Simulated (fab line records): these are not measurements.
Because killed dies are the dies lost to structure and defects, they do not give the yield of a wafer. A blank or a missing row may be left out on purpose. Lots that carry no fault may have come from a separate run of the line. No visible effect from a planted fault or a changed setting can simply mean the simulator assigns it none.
2 desks, one fault || flow sky130 || every desk sees just its own numbers, and what lay behind them comes last

## THE METROLOGY DESK
Means of the sampled wafers that have a number, per lot and without regard to the tool the lot ran on: this is what the gauges read. If a lot's mean is further than 4 standard deviations from the usual mean, the lot is out of limits and carries the mark OUT (the distance appears in the brackets).
Columns: A = cdNm at SKY_FIELD_ISO_CD_MEAS_13, usual 150.3 nm; B = FIELD_ISO_CVD_24_THK at SKY_FIELD_ISO_THK_MEAS_25, usual 599 nm; C = NWELL_OXIDATION_THK at SKY_NWELL_THK_MEAS_02, usual 10.05 nm
{"lot": "L895", "first seen here": "day 2 10:22", "A": 150.9, "B": 597, "C": 10.00}
{"lot": "L894", "first seen here": "day 2 10:30", "A": 150.7, "B": 591, "C": 10.08}
{"lot": "L896", "first seen here": "day 2 14:37", "A": 148.9, "B": 587, "C": 10.00}
{"lot": "L897", "first seen here": "day 2 19:37", "A": 150.2, "B": 605, "C": 9.85}
{"lot": "L898", "first seen here": "day 3 00:08", "A": 151.6, "B": 583, "C": 9.98}
{"lot": "L899", "first seen here": "day 3 05:01", "A": 148.9, "B": 610, "C": 10.32}
{"lot": "L901", "first seen here": "day 3 19:48", "A": 150.9, "B": 600, "C": 10.01}
{"lot": "L902", "first seen here": "day 4 02:09", "A": 151.8, "B": 605, "C": 10.00}
{"lot": "L903", "first seen here": "day 4 06:42", "A": 151.7, "B": 603, "C": 10.10}
{"lot": "L904", "first seen here": "day 4 09:00", "A": 149.7, "B": 599, "C": 10.15}
{"lot": "L905", "first seen here": "day 4 15:39", "A": 150.2, "B": 604, "C": 10.05}
{"lot": "L910", "first seen here": "day 5 19:53", "A": 149.9, "B": 595, "C": 10.12}
{"lot": "L914", "first seen here": "day 6 15:04", "A": 150.5, "B": 602, "C": 9.65}
{"lot": "L917", "first seen here": "day 7 14:25", "A": 150.2, "B": 598, "C": 9.98}
This desk's verdict: no lot among the 14 shows anything out of limits.

## FOR THE TOOL OWNER'S DESK: wetBench-01
The tool's own readings at SKY_FIELD_ISO_WET_ETCH_30 (etches SiO2 in dHF, target depth 25 nm, time 48.24 s): means of the sampled wafers that have a number, for each lot that ran on this tool. If a lot's mean is further than 4 standard deviations from the usual mean, the lot is out of limits and carries the mark OUT (the distance appears in the brackets).
Columns: A = bathHeatDutyPct at SKY_FIELD_ISO_WET_ETCH_30, usual 6.7 %; B = tempC at SKY_FIELD_ISO_WET_ETCH_30, usual 25.02 C
{"lot": "L898", "first seen here": "day 3 05:43", "A": 7.4, "B": 24.89}
{"lot": "L899", "first seen here": "day 3 09:22", "A": 7.1, "B": 25.10}
{"lot": "L901", "first seen here": "day 4 00:53", "A": "0.0 (-12) OUT", "B": "15.82 (-92) OUT"}
{"lot": "L902", "first seen here": "day 4 06:32", "A": "0.0 (-12) OUT", "B": "15.94 (-91) OUT"}
{"lot": "L905", "first seen here": "day 4 20:13", "A": "0.0 (-12) OUT", "B": "15.86 (-92) OUT"}
Finding of this desk: L901, L902, L905 out of limits; the first was L901 at day 4 00:53, on bathHeatDutyPct at SKY_FIELD_ISO_WET_ETCH_30. L898, L899: within limits.

## BROUGHT TOGETHER
The tool owner's desk could have raised an alarm at day 4 00:53, on L901, L902, L905.
Metrology desk: nothing out of limits seen.
The metrology desk has L901, L902, L905 on record, within its limits.
Of the lots named, all ran SKY_FIELD_ISO_WET_ETCH_30 on wetBench-01.

## WHAT THE SIMULATOR PUT IN
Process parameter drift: wetBench-01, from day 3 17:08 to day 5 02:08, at SKY_FIELD_ISO_WET_ETCH_30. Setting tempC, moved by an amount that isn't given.
Lots struck among those shown: L901, L902, L905.
Delay in hours, fault start to first out-of-limits reading, by desk: the tool owner's desk at 8.
